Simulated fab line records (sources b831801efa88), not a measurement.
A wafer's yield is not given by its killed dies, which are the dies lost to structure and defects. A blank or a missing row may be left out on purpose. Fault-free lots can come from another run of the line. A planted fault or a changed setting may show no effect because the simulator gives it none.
A lot that was struck, set against a sound lot -- flow sky130 -- 15 steps out of a route of 708
Sound: these wafers, L868.1, L868.4, L868.6. The struck wafers were L875.2, L875.4, L875.5. The cause is named last.
For every step that has rows: the tool of each side, followed by ch and its chambers, followed by its first start. Under that, the readings that differ: sound wafers -- struck wafers -- difference of the means -- sigmas: that difference in standard deviations of wafers without a fault.
alike: readings with means less than 2 such deviations apart, plus words and numbers identical on both sides. not compared: withheld readings, readings lacking a value on some wafer, bounds such as >300 that could conceal the same value, and numbers that have no deviation in the record and whose values overlap.
Wherever a step has rows on one side only, a row that says differs or no value, or a row with sigmas, the two part there. When numbers do not overlap yet have no deviation, they are printed without sigmas and do not part them. Lack of a reading on every wafer of one side parts them only where that side has two or more wafers.

SKY_SD_N_OVL_MEAS_08:
  struck on overlay-02, day 31 02:11; sound on overlay-02, day 28 19:11
  alike: SD_N_OVL
then, 2 steps without rows for these wafers: SKY_SD_N_IMPLANT_09; SKY_SD_N_IMPLANT_10.
SKY_SD_N_STRIP_11: strips in O2/N2.
  sound on plasmaAsher-04 ch 1, day 28 19:31; struck on plasmaAsher-04 ch 0,1, day 31 02:31
  alike: drypumpMotorCurrentA, oesProductAu, stripTimeToEndpointS
  not compared: rfHoursCounterH
SKY_SD_N_TW_MEAS_12:
  struck on filmMetro-01, day 31 02:37; sound on filmMetro-04, day 28 19:37
  alike: SD_N_TW
then, 1 step without rows for these wafers: SKY_SD_N_CLEAN_13 (cleans in SC1/SC2, time 150 s).
SKY_SD_N_RTA_14: time 2 s.
  sound on rtpAnneal-01 ch 0, day 28 19:43; struck on rtpAnneal-02 ch 0, day 31 02:44
  alike: lampPowerPct, wafer_temp_C_max
SKY_SD_N_RS_MEAS_16: measures by four-point-probe.
  struck on filmMetro-02, day 31 02:55; sound on filmMetro-02, day 28 19:54
  alike: SD_N_RS
SKY_SD_N_RS_MEAS_17: measures by four-point-probe.
  struck on filmMetro-02, day 31 03:02; sound on filmMetro-02, day 28 20:01
reading,sound,struck,difference,sigmas
SD_P_RS (ohm/sq),147.3 147.7 147.1,146.9 146.4 146.4,-0.8,-2
SKY_SD_N_RS_MEAS_18: measures by four-point-probe.
  struck on filmMetro-02, day 31 03:10; sound on filmMetro-02, day 28 20:08
  alike: RES_XHIGH_RS
then, 1 step without rows for these wafers: SKY_SALICIDE_CLEAN_00 (cleans in HF-last, time 30 s).
SKY_LI_CONTACT_HDPCVD_00: deposits PSG, target thk 930 nm, time 155 s.
  sound on hdpcvd-02 ch 0,1, day 28 20:16; struck on hdpcvd-01 ch 1,2, day 31 03:17
reading,sound,struck,difference,sigmas
runLengthS (s),183.6 183.6 182.9,189.1 188.6 189.6,+5.7,+10
model.PSG_of_LI_CONTACT_HDPCVD_00.thkNm (nm),927.8 932.1 928.3,980.3 978.1 977.1,+49.1,
SKY_LI_CONTACT_THK_MEAS_01:
  struck on filmMetro-04, day 31 03:37; sound on filmMetro-04, day 28 20:26
reading,sound,struck,difference,sigmas
LI_CONTACT_HDPCVD_THK (nm),927 932 928,980 979 977,+50,+5
  not compared: hold
SKY_LI_CONTACT_CMP_02: polishes PSG.
  sound on cmp-02 ch 1,2,3, day 28 20:35; struck on cmp-01 ch 1,2,3, day 31 09:02
reading,sound,struck,difference,sigmas
hold,- - -,awaitDispo/4.8h/release awaitDispo/4.8h/release awaitDispo/4.8h/release,no value on the sound wafers,
timeToEndpointS (s),33.4 34.2 33.3,39.5 39.1 40.3,+6.0,+3
  alike: motorCurrentA, retainingRingPressureFrac
-- here the record skips 17 days between the struck wafers' starts before and after, leaving off in module LI_CONTACT and picking up in module PAD_OPEN (first step shown: number 708 of the route) --
SKY_PAD_OPEN_PROBE_99:
  struck on prober-01, day 48 02:41; sound on prober-01, day 46 11:14
  alike: killed_at_M0_to_M3, killed_at_M4_up, killedAtContacts, killedAtFrontEnd, killedAtOther, killedDies, killedOpen, killedShort

WHERE THEY PART
Last at SKY_LI_CONTACT_CMP_02 as far as this record goes, first at SKY_SD_N_RS_MEAS_17. Later steps at which nothing parts them and some readings are alike: SKY_PAD_OPEN_PROBE_99.

WHY: the cause the simulator had injected
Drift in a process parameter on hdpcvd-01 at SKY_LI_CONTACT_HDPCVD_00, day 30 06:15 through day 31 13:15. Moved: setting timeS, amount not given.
